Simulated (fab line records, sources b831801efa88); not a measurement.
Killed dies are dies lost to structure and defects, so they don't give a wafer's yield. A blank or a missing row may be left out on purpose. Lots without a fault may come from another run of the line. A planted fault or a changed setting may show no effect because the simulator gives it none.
A struck lot beside a sound one | flow sky130 | 15 steps out of a route of 708
Sound: wafers L160.1, L160.2, L160.6. Struck: wafer L165.3. (L165.1, L165.5 of the same lot were not struck and are left out.) The cause comes at the end.
At each step with rows: each side's tool, then ch and its chambers, then its first start. Under that, the readings that differ: sound wafers | struck wafers | difference of the means | sigmas: that difference in standard deviations of wafers without a fault.
alike: readings whose means differ by less than 2 such deviations, and words and numbers that are the same on both sides. not compared: withheld readings, readings that some wafer has no value for, bounds like >300 that may hide the same value, and numbers for which the record gives no deviation and whose values overlap.
The two part at a step that has a row with sigmas, a row that says differs or no value, or rows on one side only. Numbers that don't overlap but have no deviation are shown without sigmas and don't part them. A reading that every wafer of one side lacks parts them only if that side has two wafers or more.

first, 7 steps without rows for these wafers: SKY_METAL4_HMDS_06 (prime time 60 s); SKY_METAL4_COAT_07 (resist thk 60 nm); SKY_METAL4_COAT_08 (resist thk 1140 nm); SKY_METAL4_SOFTBAKE_09 (time 90 s); SKY_METAL4_EXPOSE_10 (exposes mask MM4, target cd 300 nm); SKY_METAL4_PEB_11; SKY_METAL4_DEVELOP_12 (develop time 60 s).
SKY_METAL4_CD_MEAS_13: target cd 300 nm.
  sound on cd_sem-01, day 42 13:14; struck on cd_sem-01, day 43 15:59
  alike: cd_nm
SKY_METAL4_OVL_MEAS_14:
  sound on overlay-02, day 42 13:21; struck on overlay-01, day 43 16:06
  reading         | sound      | struck | difference | sigmas
  METAL4_OVL (nm) | -1 -13 -12 | 4      | +13        | +2
SKY_METAL4_DESCUM_15: chemistry O2, time 8 s.
  sound on rie_metal-04 ch 0, day 42 13:23; struck on rie_metal-03 ch 1, day 43 16:08
  alike: drypump_motor_current_A, oes_product_au
  not compared: rf_hours_counter_h
SKY_METAL4_ETCH_16: etches BARC in N2/H2, stops on SiO2, time 88.2 s, target depth 60 nm.
  sound on rie_metal-04 ch 0, day 42 13:27; struck on rie_metal-03 ch 1, day 43 16:10
  reading          | sound             | struck | difference | sigmas
  run_length_s (s) | 116.9 116.6 116.5 | 116.0  | -0.7       | -2
  alike: drypump_motor_current_A, oes_product_au, throttle_valve_pct
  not compared: rf_hours_counter_h
SKY_METAL4_ETCH_17: etches SiO2 in C4F8/O2/Ar, stops on TiN, time 3.9 s, target depth 15 nm.
  sound on rie_diel-04 ch 1,2,3, day 42 13:38; struck on rie_diel-01 ch 3, day 43 16:16
  alike: oes_product_au
  not compared: rf_hours_counter_h
SKY_METAL4_METAL_ETCH_18: etches the open film in Cl2/BCl3, stops on SiO2, target depth 845 nm, time 183.1 s.
  sound on rie_metal-01 ch 0,1, day 42 13:40; struck on rie_metal-01 ch 1, day 43 16:17
  reading                                       | sound             | struck | difference | sigmas
  oes_product_au (a.u.)                         | 0.864 0.872 0.861 | 0.845  | -0.021     | -4
  run_length_s (s)                              | 211.8 211.5 211.3 | 221.7  | +10.2      | +31
  model.KrF-thick_of_METAL4_COAT_08.thk_nm (nm) | 527.9 553.6 532.5 | 511.1  | -26.9      |
  alike: drypump_motor_current_A, throttle_valve_pct
  not compared: rf_hours_counter_h
SKY_METAL4_STRIP_19: strips in O2/N2.
  sound on plasma_asher-04 ch 0,1, day 42 13:50; struck on plasma_asher-01 ch 1, day 43 16:28
  alike: drypump_motor_current_A, oes_product_au, strip_time_to_endpoint_s
  not compared: rf_hours_counter_h
-- the record jumps here: 4 days lie between the struck wafers' starts before and after (it left off in module METAL4 and takes up again in module PAD_OPEN, whose first step shown is number 708 of the route) --
SKY_PAD_OPEN_PROBE_99:
  sound on prober-02, day 46 13:17; struck on prober-02, day 47 13:35
  reading                  | sound       | struck | difference | sigmas
  sort_bin_3_pad_short (%) | 1.4 1.8 0.6 | 0      | -1         | -3
  alike: defect_limited_yield, killed_at_M0_to_M3, killed_at_M4_up, killed_at_contacts, killed_at_front_end, killed_at_other, killed_dies, killed_on_rim, killed_open, killed_short, sort_bin_5_function, sort_bin_6_memory, sort_n_pass, sort_yield_pct

WHERE THEY PART
First at SKY_METAL4_OVL_MEAS_14; last, within this record, at SKY_PAD_OPEN_PROBE_99.

WHY: what the simulator had put in
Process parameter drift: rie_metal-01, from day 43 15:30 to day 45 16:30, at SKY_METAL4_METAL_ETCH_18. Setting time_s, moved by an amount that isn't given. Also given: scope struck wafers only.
